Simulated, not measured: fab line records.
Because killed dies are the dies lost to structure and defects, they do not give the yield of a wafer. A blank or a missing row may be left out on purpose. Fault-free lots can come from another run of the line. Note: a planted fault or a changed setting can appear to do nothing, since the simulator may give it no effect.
fab line records + flow sfq_line
record
- lots=14
- wafers=42
- last_day=91
route steps=325 shown I4@164 A5B@210 M6@264 I7@309
lots untouched by any fault: they come from a run of this same line in which no faults occurred
start_h: the number of hours between the record's first day and the start of the first shown wafer of the lot + wait_h: hours elapsed since this lot's preceding step + " the same as in the row above + L1.1+2: a row that stands for several wafers + - no value, or no start was given + * or withheld: withheld + < > ~ a bound
route shown NAME@n: NAME is a module with steps in the file, n the number in the route of the first one + usual: mean/standard deviation of fault-free wafers + same: alike in all rows + chamber/n: place in a boat + sites: the reading at each site + _std_site: standard deviation of those values + _edge_site: the outer-site mean with the inner-site mean subtracted + radius_mm: how far each site lies from the wafer's centre + mask NAME#n: copy n + behind: tool/chamber where the wafer was last shaped + hold: cause of the lot's hold/its duration in hours/its outcome + device: which transistor (n, p or np) failed to switch + end of line: the route-end tests of the same wafers + for a step that has no rows: nothing shown but its recipe + killed: the dies lost at the first sort to structure and to defects; this is not the yield of the wafer + map: the dies of a wafer, with x for killed, . for not killed, _ for no die there
set.NAME: setting as actually run; set.NAME@STEP: the setting as run at that earlier step + model.NAME: the simulator's own value behind a step, which no gauge read
route steps across a sampled set of lots; one table per step, one row per wafer
services: a tool's chamber out of use, with start hour (start_h, from the record's first day; less than 0 if before it), hours out, and reason
## steps
# step SFQ_TRILAYER_I4_CMP_CMP_100
# recipe
- material=SiO2
- down_force_psi=3
- platen_rpm=60
- pad_velocity_m_s=0.94248
# usual
- motor_current_A=9.8/0.9
- time_to_endpoint_s=213/6.8
| lot.wafer | tool   | chamber | start_h | wait_h | motor_current_A | time_to_endpoint_s |
|-----------|--------|---------|---------|--------|-----------------|--------------------|
| L660.4    | cmp-01 | 3       | 1107.08 | 1.1    | 10.8            | 219                |
| L660.5    | "      | 1       | 1108.08 | 2.1    | 9.5             | 219                |
| L660.6    | "      | 2       | "       | "      | 9.7             | 220                |
| L661.1    | cmp-02 | 2       | 1116.43 | 0.5    | 9.6             | 201                |
| L661.4    | "      | 0       | 1117.43 | 1.5    | 10.0            | 211                |
| L661.6    | "      | 1       | "       | "      | 10.1            | 207                |
| L665.2    | cmp-01 | 1       | 1172.08 | 0.8    | 9.0             | 208                |
| L665.3    | "      | 3       | 1173.08 | 1.8    | 10.2            | 207                |
| L665.1    | "      | 0       | "       | "      | 8.2             | 206                |
| L666.3    | cmp-01 | 3       | 1348.68 | 10.7   | 10.4            | 214                |
| L666.1    | "      | 0       | "       | "      | 8.0             | 207                |
| L666.6    | "      | 2       | 1350.18 | 12.2   | 9.6             | 214                |
| L667.4    | cmp-02 | 3       | 1348.82 | 9.6    | 10.6            | 218                |
| L667.1    | "      | 0       | "       | "      | 10.4            | 213                |
| L667.5    | "      | 2       | 1350.32 | 11.1   | 10.0            | 216                |
| L668.3    | cmp-01 | 1       | 1357.18 | 11.8   | 8.9             | 209                |
| L668.6    | "      | 0       | 1358.68 | 13.3   | 8.3             | 213                |
| L668.5    | "      | 1       | "       | "      | 9.0             | 220                |
| L669.4    | cmp-02 | 2       | 1357.32 | 10.9   | 10.3            | 216                |
| L669.6    | "      | 1       | 1358.82 | 12.4   | 10.8            | 216                |
| L669.5    | "      | 2       | "       | "      | 9.2             | 214                |
| L671.3    | cmp-01 | 1       | 1367.18 | 11.6   | 8.3             | 224                |
| L671.5    | "      | 2       | "       | "      | 10.1            | 226                |
| L671.6    | "      | 3       | "       | "      | 10.0            | 213                |
| L672.4    | cmp-01 | 0       | 1375.68 | 7.3    | 8.5             | 217                |
| L672.3    | "      | 1       | "       | "      | 8.4             | 208                |
| L672.6    | "      | 3       | 1377.18 | 8.8    | 9.6             | 211                |
| L678.4    | cmp-01 | 3       | 1437.19 | 3.8    | 9.7             | 230                |
| L678.5    | "      | 1       | 1438.19 | 4.8    | 8.5             | 220                |
| L678.6    | "      | 2       | "       | "      | 9.3             | 217                |
| L680.1    | cmp-02 | 3       | 1481.07 | 2.0    | 10.8            | 241                |
| L680.4    | "      | 1       | 1482.07 | 2.9    | 10.5            | 211                |
| L680.6    | "      | 2       | "       | "      | 9.5             | 243                |
| L681.1    | cmp-02 | 1       | 1490.78 | 1.0    | 10.8            | 239                |
| L681.5    | "      | 3       | 1491.78 | 2.0    | 11.9            | 211                |
| L681.6    | "      | 0       | "       | "      | 10.5            | 242                |
| L682.4    | cmp-01 | 2       | 1492.28 | 0.5    | 9.9             | 224                |
| L682.2    | "      | 0       | 1493.28 | 1.6    | 8.4             | 210                |
| L682.5    | "      | 2       | 1494.28 | 2.5    | 10.0            | 231                |
| L683.4    | cmp-01 | 0       | 1495.91 | 0.5    | 8.3             | 215                |
| L683.2    | "      | 1       | "       | "      | 9.3             | 217                |
| L683.5    | "      | 3       | 1497.41 | 2.0    | 10.2            | 212                |
# step SFQ_TRILAYER_I4_METRO_MEASURE_101
# usual
- thk_nm=199.9/0.85
| lot.wafer | tool          | chamber | start_h | wait_h | thk_nm |
|-----------|---------------|---------|---------|--------|--------|
| L660.4    | film_metro-04 | -       | 1109.80 | 0.6    | 198.9  |
| L660.5    | "             | -       | "       | "      | 199.5  |
| L660.6    | "             | -       | "       | "      | 200.4  |
| L661.1    | film_metro-02 | -       | 1119.05 | 0.1    | 200.6  |
| L661.4    | "             | -       | "       | "      | 200.6  |
| L661.6    | "             | -       | "       | "      | 200.9  |
| L665.1    | film_metro-01 | -       | 1175.20 | 0.1    | 198.0  |
| L665.2    | "             | -       | "       | "      | 199.9  |
| L665.3    | "             | -       | "       | "      | 197.8  |
| L666.1    | film_metro-02 | -       | 1350.80 | 0.1    | 199.1  |
| L666.3    | "             | -       | "       | "      | 199.0  |
| L666.6    | "             | -       | "       | "      | 200.7  |
| L667.1    | film_metro-01 | -       | 1350.94 | 0.1    | 200.5  |
| L667.4    | "             | -       | "       | "      | 200.5  |
| L667.5    | "             | -       | "       | "      | 200.3  |
| L668.3    | film_metro-01 | -       | 1360.20 | 0.5    | 199.8  |
| L668.5    | "             | -       | "       | "      | 199.3  |
| L668.6    | "             | -       | "       | "      | 200.3  |
| L669.4    | film_metro-02 | -       | 1360.54 | 0.6    | 199.9  |
| L669.5    | "             | -       | "       | "      | 200.1  |
| L669.6    | "             | -       | "       | "      | 199.9  |
| L671.3    | film_metro-04 | -       | 1369.20 | 0.5    | 199.3  |
| L671.5    | "             | -       | "       | "      | 200.0  |
| L671.6    | "             | -       | "       | "      | 200.3  |
| L672.3    | film_metro-04 | -       | 1378.20 | 0.5    | 200.0  |
| L672.4    | "             | -       | "       | "      | 198.7  |
| L672.6    | "             | -       | "       | "      | 199.3  |
| L678.4    | film_metro-02 | -       | 1439.91 | 0.6    | 199.7  |
| L678.5    | "             | -       | "       | "      | 199.7  |
| L678.6    | "             | -       | "       | "      | 198.9  |
| L680.1    | film_metro-01 | -       | 1483.69 | 0.1    | 150.2  |
| L680.4    | "             | -       | "       | "      | 199.1  |
| L680.6    | "             | -       | "       | "      | 148.3  |
| L681.1    | film_metro-01 | -       | 1492.90 | 0.1    | 149.4  |
| L681.5    | "             | -       | "       | "      | 199.0  |
| L681.6    | "             | -       | "       | "      | 148.6  |
| L682.2    | film_metro-04 | -       | 1495.10 | 0.3    | 199.8  |
| L682.4    | "             | -       | "       | "      | 199.5  |
| L682.5    | "             | -       | "       | "      | 200.6  |
| L683.2    | film_metro-04 | -       | 1498.73 | 0.3    | 198.7  |
| L683.4    | "             | -       | "       | "      | 199.7  |
| L683.5    | "             | -       | "       | "      | 199.8  |
# step SFQ_TRILAYER_I4_VIA_ETCH_VIA_ETCH_106
# recipe
- target=SiO2
- stop_on=Nb
- mask_material=PR
- taper_deg=20
- chemistry=CHF3
- target_depth_nm=260
- source_w=500
- bias_w=80
- pressure_mtorr=30
- time_s=withheld
# usual
- drypump_motor_current_A=5.7/0.35
- oes_product_au=0.854/0.0054
- rf_fwd_power_W=498.0/1.7
| lot.wafer | tool        | chamber | start_h | wait_h | drypump_motor_current_A | oes_product_au | rf_fwd_power_W |
|-----------|-------------|---------|---------|--------|-------------------------|----------------|----------------|
| L660.4    | rie_diel-04 | 0       | 1253.83 | 0.1    | 5.4                     | 0.848          | 498.8          |
| L660.5    | "           | 1       | "       | "      | 6.2                     | 0.855          | 498.4          |
| L660.6    | "           | 3       | "       | "      | 5.9                     | 0.859          | 496.8          |
| L661.1    | rie_diel-01 | 2       | 1262.36 | 0.0    | 5.5                     | 0.858          | 500.5          |
| L661.4    | "           | 3       | "       | "      | 5.4                     | 0.851          | 500.6          |
| L661.6    | "           | 0       | "       | "      | 6.3                     | 0.857          | 495.1          |
| L665.1    | rie_diel-04 | 0       | 1288.56 | 0.0    | 5.4                     | 0.843          | 496.7          |
| L665.2    | "           | 1       | "       | "      | 6.2                     | 0.852          | 495.2          |
| L665.3    | "           | 2       | "       | "      | 5.5                     | 0.856          | 494.4          |
| L666.1    | rie_diel-01 | 0       | 1354.32 | 0.0    | 6.3                     | 0.851          | 496.1          |
| L666.3    | "           | 3       | "       | "      | 5.4                     | 0.845          | 497.9          |
| L666.6    | "           | 3       | "       | "      | 5.4                     | 0.854          | 500.5          |
| L667.1    | rie_diel-04 | 3       | 1355.52 | 0.0    | 6.0                     | 0.847          | 500.7          |
| L667.4    | "           | 2       | "       | "      | 5.5                     | 0.845          | 499.3          |
| L667.5    | "           | 1       | "       | "      | 6.2                     | 0.851          | 497.8          |
| L668.3    | rie_diel-04 | 1       | 1479.15 | 0.0    | 6.2                     | 0.854          | 499.1          |
| L668.5    | "           | 1       | "       | "      | 6.2                     | 0.847          | 498.9          |
| L668.6    | "           | 2       | "       | "      | 5.5                     | 0.863          | 495.0          |
| L669.4    | rie_diel-02 | 2       | 1480.35 | 0.0    | 5.9                     | 0.857          | 495.6          |
| L669.5    | "           | 3       | "       | "      | 6.2                     | 0.859          | 497.5          |
| L669.6    | "           | 2       | "       | "      | 5.9                     | 0.855          | 498.0          |
| L671.3    | rie_diel-01 | 2       | 1492.17 | 0.0    | 5.5                     | 0.847          | 499.4          |
| L671.5    | "           | 0       | "       | "      | 6.2                     | 0.845          | 497.7          |
| L671.6    | "           | 3       | "       | "      | 5.4                     | 0.861          | 501.0          |
| L672.3    | rie_diel-01 | 2       | 1507.94 | 0.0    | 5.5                     | 0.853          | 499.2          |
| L672.4    | "           | 3       | "       | "      | 5.4                     | 0.856          | 499.2          |
| L672.6    | "           | 1       | "       | "      | 5.4                     | 0.856          | 499.1          |
| L678.4    | rie_diel-04 | 1       | 1569.69 | 0.0    | 6.2                     | 0.856          | 499.2          |
| L678.5    | "           | 3       | "       | "      | 5.9                     | 0.854          | 495.1          |
| L678.6    | "           | 2       | "       | "      | 5.5                     | 0.859          | 498.6          |
| L680.1    | rie_diel-04 | 0       | 1596.09 | 0.0    | 5.5                     | 0.738          | 498.1          |
| L680.4    | "           | 1       | "       | "      | 6.2                     | 0.852          | 501.5          |
| L680.6    | "           | 3       | "       | "      | 5.9                     | 0.731          | 498.9          |
| L681.1    | rie_diel-04 | 2       | 1603.29 | 0.0    | 5.5                     | 0.727          | 498.4          |
| L681.5    | "           | 3       | "       | "      | 5.9                     | 0.847          | 497.2          |
| L681.6    | "           | 0       | "       | "      | 5.5                     | 0.726          | 495.5          |
| L682.2    | rie_diel-04 | 2       | 1605.69 | 0.0    | 5.5                     | 0.852          | 496.9          |
| L682.4    | "           | 1       | "       | "      | 6.2                     | 0.855          | 494.6          |
| L682.5    | "           | 0       | "       | "      | 5.5                     | 0.853          | 500.6          |
| L683.2    | rie_diel-01 | 0       | 1608.09 | 0.0    | 6.3                     | 0.853          | 497.4          |
| L683.4    | "           | 2       | "       | "      | 5.5                     | 0.851          | 499.1          |
| L683.5    | "           | 3       | "       | "      | 5.4                     | 0.853          | 498.9          |
# step SFQ_TRILAYER_A5B_CMP_CMP_130
# recipe
- stop_on=Nb
- down_force_psi=3
- platen_rpm=60
- target_thk_nm=340.7
# usual
- motor_current_A=9.9/0.91
| lot.wafer | tool   | chamber | start_h | wait_h | motor_current_A |
|-----------|--------|---------|---------|--------|-----------------|
| L660.4    | cmp-02 | 0       | 1535.22 | 10.7   | 9.6             |
| L660.5    | "      | 0       | 1537.22 | 12.7   | 10.3            |
| L660.6    | "      | 1       | "       | "      | 10.5            |
| L661.1    | cmp-02 | 3       | 1539.22 | 12.3   | 11.1            |
| L661.4    | "      | 0       | "       | "      | 9.7             |
| L661.6    | "      | 2       | 1540.72 | 13.8   | 10.1            |
| L665.1    | cmp-01 | 1       | 1574.28 | 12.0   | 9.4             |
| L665.2    | "      | 2       | "       | "      | 9.3             |
| L665.3    | "      | 0       | 1575.78 | 13.5   | 8.4             |
| L666.3    | cmp-02 | 3       | 1601.22 | 10.1   | 11.1            |
| L666.1    | "      | 0       | "       | "      | 10.5            |
| L666.6    | "      | 0       | 1603.72 | 12.5   | 9.7             |
| L667.1    | cmp-01 | 1       | 1601.51 | 6.8    | 8.2             |
| L667.4    | "      | 2       | "       | "      | 10.3            |
| L667.5    | "      | 1       | 1603.51 | 8.7    | 8.7             |
| L668.3    | cmp-02 | 2       | 1605.72 | 7.4    | 9.9             |
| L668.5    | "      | 3       | "       | "      | 11.2            |
| L668.6    | "      | 0       | "       | "      | 10.4            |
| L669.4    | cmp-01 | 3       | 1606.01 | 5.2    | 10.6            |
| L669.6    | "      | 0       | "       | "      | 8.3             |
| L669.5    | "      | 1       | "       | "      | 9.0             |
| L671.3    | cmp-02 | 2       | 1618.72 | 2.4    | 10.3            |
| L671.5    | "      | 3       | "       | "      | 11.0            |
| L671.6    | "      | 0       | "       | "      | 10.1            |
| L672.4    | cmp-01 | 3       | 1619.76 | 1.0    | 10.2            |
| L672.3    | "      | 0       | "       | "      | 8.1             |
| L672.6    | "      | 2       | 1621.26 | 2.5    | 9.8             |
| L678.4    | cmp-01 | 1       | 1669.61 | 2.8    | 8.8             |
| L678.5    | "      | 3       | 1670.61 | 3.8    | 9.6             |
| L678.6    | "      | 0       | "       | "      | 8.0             |
| L680.1    | cmp-02 | 0       | 1673.96 | 4.8    | 9.5             |
| L680.4    | "      | 2       | 1674.96 | 5.8    | 9.8             |
| L680.6    | "      | 3       | "       | "      | 11.1            |
| L681.1    | cmp-01 | 1       | 1674.61 | 4.3    | 8.8             |
| L681.5    | "      | 1       | 1676.61 | 6.2    | 9.3             |
| L681.6    | "      | 2       | "       | "      | 9.7             |
| L682.4    | cmp-02 | 3       | 1677.46 | 5.9    | 11.4            |
| L682.2    | "      | 0       | "       | "      | 10.4            |
| L682.5    | "      | 1       | "       | "      | 10.1            |
| L683.4    | cmp-01 | 1       | 1678.61 | 5.8    | 8.7             |
| L683.2    | "      | 2       | "       | "      | 9.7             |
| L683.5    | "      | 0       | 1680.11 | 7.3    | 7.9             |
# step SFQ_TRILAYER_M6_STRIP_STRIP_163
# recipe
- gas=O2
- power_w=200
- platen_temp_c=40
- overash_fraction=0.65
- chemistry=O2
- pressure_mtorr=50
# usual
- drypump_motor_current_A=5.9/0.34
- oes_product_au=1.002/0.0077
| lot.wafer | tool         | chamber | start_h | wait_h | drypump_motor_current_A | oes_product_au | rf_hours_counter_h |
|-----------|--------------|---------|---------|--------|-------------------------|----------------|--------------------|
| L660.4    | rie_metal-03 | 1       | 1716.36 | 0.2    | 6.1                     | 1.011          | -                  |
| L660.5    | "            | 1       | "       | "      | 6.0                     | 1.002          | -                  |
| L660.6    | "            | 0       | "       | "      | 6.3                     | 1.008          | -                  |
| L661.1    | rie_metal-02 | 1       | 1746.40 | 0.1    | 5.5                     | 0.994          | 47                 |
| L661.4    | "            | 0       | "       | "      | 6.1                     | 0.987          | -                  |
| L661.6    | "            | 1       | "       | "      | 5.6                     | 0.998          | -                  |
| L665.1    | rie_metal-03 | 0       | 1796.55 | 0.1    | 6.3                     | 1.005          | 97                 |
| L665.2    | "            | 1       | "       | "      | 6.1                     | 1.002          | 89                 |
| L665.3    | "            | 1       | "       | "      | 6.0                     | 1.001          | -                  |
| L666.1    | rie_metal-03 | 1       | 1831.28 | 0.1    | 6.1                     | 1.007          | 95                 |
| L666.3    | "            | 1       | "       | "      | 6.0                     | 1.005          | -                  |
| L666.6    | "            | 1       | "       | "      | 6.1                     | 1.007          | -                  |
| L667.1    | rie_metal-03 | 0       | 1833.84 | 0.1    | 6.4                     | 1.008          | 103                |
| L667.4    | "            | 0       | "       | "      | 6.4                     | 0.999          | -                  |
| L667.5    | "            | 0       | "       | "      | 6.4                     | 1.006          | -                  |
| L668.3    | rie_metal-01 | 0       | 1835.08 | 0.2    | 5.4                     | 0.999          | -                  |
| L668.5    | "            | 0       | "       | "      | 5.4                     | 0.987          | -                  |
| L668.6    | "            | 1       | "       | "      | 5.6                     | 0.997          | -                  |
| L669.4    | rie_metal-03 | 1       | 1838.68 | 0.2    | 6.1                     | 1.004          | -                  |
| L669.5    | "            | 0       | "       | "      | 6.3                     | 1.005          | -                  |
| L669.6    | "            | 1       | "       | "      | 6.0                     | 1.013          | -                  |
| L671.3    | rie_metal-01 | 0       | 1842.28 | 0.2    | 5.4                     | 0.999          | -                  |
| L671.5    | "            | 0       | "       | "      | 5.4                     | 1.002          | -                  |
| L671.6    | "            | 1       | "       | "      | 5.6                     | 1.004          | -                  |
| L672.3    | rie_metal-03 | 0       | 1843.48 | 0.2    | 6.3                     | 1.005          | -                  |
| L672.4    | "            | 1       | "       | "      | 6.0                     | 1.020          | -                  |
| L672.6    | "            | 0       | "       | "      | 6.4                     | 1.009          | -                  |
| L678.4    | rie_metal-02 | 0       | 1897.58 | 0.2    | 6.1                     | 0.995          | -                  |
| L678.5    | "            | 0       | "       | "      | 6.0                     | 0.985          | -                  |
| L678.6    | "            | 1       | "       | "      | 5.6                     | 1.006          | -                  |
| L680.1    | rie_metal-01 | 1       | 1900.98 | 0.1    | 5.6                     | 1.003          | 127                |
| L680.4    | "            | 0       | "       | "      | 5.4                     | 1.004          | -                  |
| L680.6    | "            | 1       | "       | "      | 5.6                     | 1.005          | -                  |
| L681.1    | rie_metal-02 | 0       | 1902.18 | 0.1    | 6.1                     | 0.984          | 121                |
| L681.5    | "            | 1       | "       | "      | 5.6                     | 0.990          | -                  |
| L681.6    | "            | 0       | "       | "      | 6.1                     | 0.998          | -                  |
| L682.2    | rie_metal-03 | 0       | 1903.38 | 0.1    | 6.3                     | 1.014          | 116                |
| L682.4    | "            | 0       | "       | "      | 6.3                     | 1.000          | -                  |
| L682.5    | "            | 0       | "       | "      | 6.3                     | 1.015          | -                  |
| L683.2    | rie_metal-02 | 1       | 1904.58 | 0.1    | 5.6                     | 1.006          | 70                 |
| L683.4    | "            | 0       | "       | "      | 6.1                     | 0.988          | -                  |
| L683.5    | "            | 0       | "       | "      | 6.1                     | 1.000          | -                  |
# step SFQ_TRILAYER_I7_VIA_STRIP_STRIP_191
# recipe
- gas=O2
- power_w=200
- platen_temp_c=40
- overash_fraction=0.65
- chemistry=O2
- pressure_mtorr=50
# usual
- drypump_motor_current_A=6.0/0.48
- oes_product_au=0.999/0.0078
| lot.wafer | tool         | chamber | start_h | wait_h | drypump_motor_current_A | oes_product_au | rf_hours_counter_h |
|-----------|--------------|---------|---------|--------|-------------------------|----------------|--------------------|
| L660.4    | rie_metal-02 | 0       | 1863.73 | -      | 6.1                     | 0.985          | -                  |
| L660.5    | "            | 1       | "       | "      | 5.6                     | 0.998          | -                  |
| L660.6    | "            | 0       | "       | "      | 6.1                     | 0.987          | -                  |
| L661.1    | rie_metal-04 | 1       | 1985.45 | -      | 6.6                     | 1.001          | 86                 |
| L661.4    | "            | 1       | "       | "      | 6.6                     | 1.001          | -                  |
| L661.6    | "            | 1       | "       | "      | 6.6                     | 1.009          | -                  |
| L665.1    | rie_metal-02 | 0       | 2017.55 | -      | 6.1                     | 1.002          | 6                  |
| L665.2    | "            | 1       | "       | "      | 5.6                     | 1.005          | 93                 |
| L665.3    | "            | 1       | "       | "      | 5.6                     | 1.002          | -                  |
| L666.1    | rie_metal-04 | 0       | 2035.55 | -      | 6.5                     | 0.998          | 84                 |
| L666.3    | "            | 0       | "       | "      | 6.5                     | 1.003          | -                  |
| L666.6    | "            | 1       | "       | "      | 6.7                     | 0.998          | -                  |
| L667.1    | rie_metal-04 | 0       | 2037.95 | -      | 6.4                     | 1.010          | 85                 |
| L667.4    | "            | 0       | "       | "      | 6.5                     | 1.001          | -                  |
| L667.5    | "            | 1       | "       | "      | 6.6                     | 1.014          | -                  |
| L668.3    | rie_metal-01 | 1       | 2039.35 | -      | 5.6                     | 1.001          | -                  |
| L668.5    | "            | 1       | "       | "      | 5.6                     | 1.007          | -                  |
| L668.6    | "            | 0       | "       | "      | 5.3                     | 1.002          | -                  |
| L669.4    | rie_metal-02 | 1       | 2040.55 | -      | 5.6                     | 1.007          | -                  |
| L669.5    | "            | 1       | "       | "      | 5.5                     | 1.008          | -                  |
| L669.6    | "            | 0       | "       | "      | 6.1                     | 0.999          | -                  |
| L671.3    | rie_metal-02 | 1       | 2044.15 | -      | 5.6                     | 1.006          | -                  |
| L671.5    | "            | 1       | "       | "      | 5.6                     | 0.999          | -                  |
| L671.6    | "            | 0       | "       | "      | 6.0                     | 0.996          | -                  |
| L672.3    | rie_metal-02 | 1       | 2047.75 | -      | 5.6                     | 0.998          | -                  |
| L672.4    | "            | 0       | "       | "      | 6.0                     | 0.997          | -                  |
| L672.6    | "            | 1       | "       | "      | 5.6                     | 0.992          | -                  |
| L678.4    | rie_metal-01 | 0       | 2090.53 | -      | 5.4                     | 1.003          | -                  |
| L678.5    | "            | 1       | "       | "      | 5.6                     | 0.999          | -                  |
| L678.6    | "            | 0       | "       | "      | 5.4                     | 1.002          | -                  |
| L680.1    | rie_metal-04 | 0       | 2092.73 | -      | 6.5                     | 0.994          | 93                 |
| L680.4    | "            | 0       | "       | "      | 6.5                     | 0.996          | -                  |
| L680.6    | "            | 1       | "       | "      | 6.6                     | 0.996          | -                  |
| L681.1    | rie_metal-01 | 1       | 2095.13 | -      | 5.6                     | 0.993          | 13                 |
| L681.5    | "            | 0       | "       | "      | 5.4                     | 0.986          | -                  |
| L681.6    | "            | 1       | "       | "      | 5.6                     | 0.993          | -                  |
| L682.2    | rie_metal-02 | 1       | 2096.33 | -      | 5.6                     | 1.003          | 104                |
| L682.4    | "            | 0       | "       | "      | 6.1                     | 1.002          | -                  |
| L682.5    | "            | 0       | "       | "      | 6.1                     | 1.006          | -                  |
| L683.2    | rie_metal-01 | 1       | 2098.73 | -      | 5.6                     | 0.989          | 14                 |
| L683.4    | "            | 1       | "       | "      | 5.6                     | 0.992          | -                  |
| L683.5    | "            | 1       | "       | "      | 5.6                     | 0.991          | -                  |
## services
| tool   | chamber | start_h | hours | kind   |
|--------|---------|---------|-------|--------|
| cmp-02 | -       | 1090.92 | 1.8   | repair |
| cmp-01 | -       | 1091.91 | 4.0   | pm     |
| cmp-02 | -       | 1110.06 | 2.0   | repair |
| cmp-01 | -       | 1152.30 | 2.4   | repair |
| cmp-02 | -       | 1191.12 | 0.7   | repair |
| cmp-01 | -       | 1256.76 | 10.8  | pm     |
| cmp-01 | -       | 1332.32 | 3.4   | repair |
| cmp-01 | -       | 1432.19 | 4.0   | pm     |
| cmp-01 | -       | 1456.19 | 11.3  | repair |
| cmp-01 | -       | 1486.58 | 2.2   | repair |
| cmp-01 | -       | 1501.90 | 25.8  | repair |
| cmp-01 | -       | 1536.71 | 7.6   | pm     |
| cmp-01 | -       | 1635.35 | 6.9   | pm     |
| cmp-01 | -       | 1642.04 | 2.6   | repair |
| cmp-01 | -       | 1688.66 | 0.9   | repair |
| cmp-01 | -       | 1730.77 | 2.6   | repair |
| cmp-01 | -       | 1774.09 | 4.0   | pm     |
| cmp-01 | -       | 1862.41 | 4.9   | repair |
| cmp-01 | -       | 1872.22 | 0.3   | repair |
| cmp-01 | -       | 1903.64 | 5.6   | pm     |
| cmp-01 | -       | 1914.23 | 1.6   | repair |
| cmp-01 | -       | 1978.03 | 3.6   | repair |
| cmp-01 | -       | 2012.91 | 1.6   | repair |
| cmp-01 | -       | 2045.18 | 2.0   | repair |
## key
first_sign
- step=SFQ_TRILAYER_I4_CMP_CMP_100
- reading=time_to_endpoint_s
- direction=up
- sigmas=4.2
- usual=*
- struck=*
effect
- step=SFQ_TRILAYER_I4_METRO_MEASURE_101
- reading=thk_nm
- direction=down
- sigmas=60
- usual=199.9
- struck=149.1
effect
- step=SFQ_TRILAYER_I4_VIA_ETCH_VIA_ETCH_106
- reading=oes_product_au
- direction=down
- sigmas=23
- usual=0.854
- struck=0.731
met_at SFQ_TRILAYER_I4_CMP_CMP_100
struck_lots L680,L681
struck_wafers L680.1,L680.6,L681.1,L681.6
not_acting_at SFQ_TRILAYER_A5B_CMP_CMP_130,SFQ_TRILAYER_M6_STRIP_STRIP_163,SFQ_TRILAYER_I7_VIA_STRIP_STRIP_191
onset_between 1357.32 1481.07
fault
- kind=process_parameter_drift
- tool=cmp-02
- chamber=-
- onset_h=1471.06
- steps=SFQ_TRILAYER_I4_CMP_CMP_100
- channel=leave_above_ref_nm
- offset=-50
- shape=step
- end_h=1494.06
- scope=struck_wafers_only
- acts_in=these_recipes_only
- stated=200
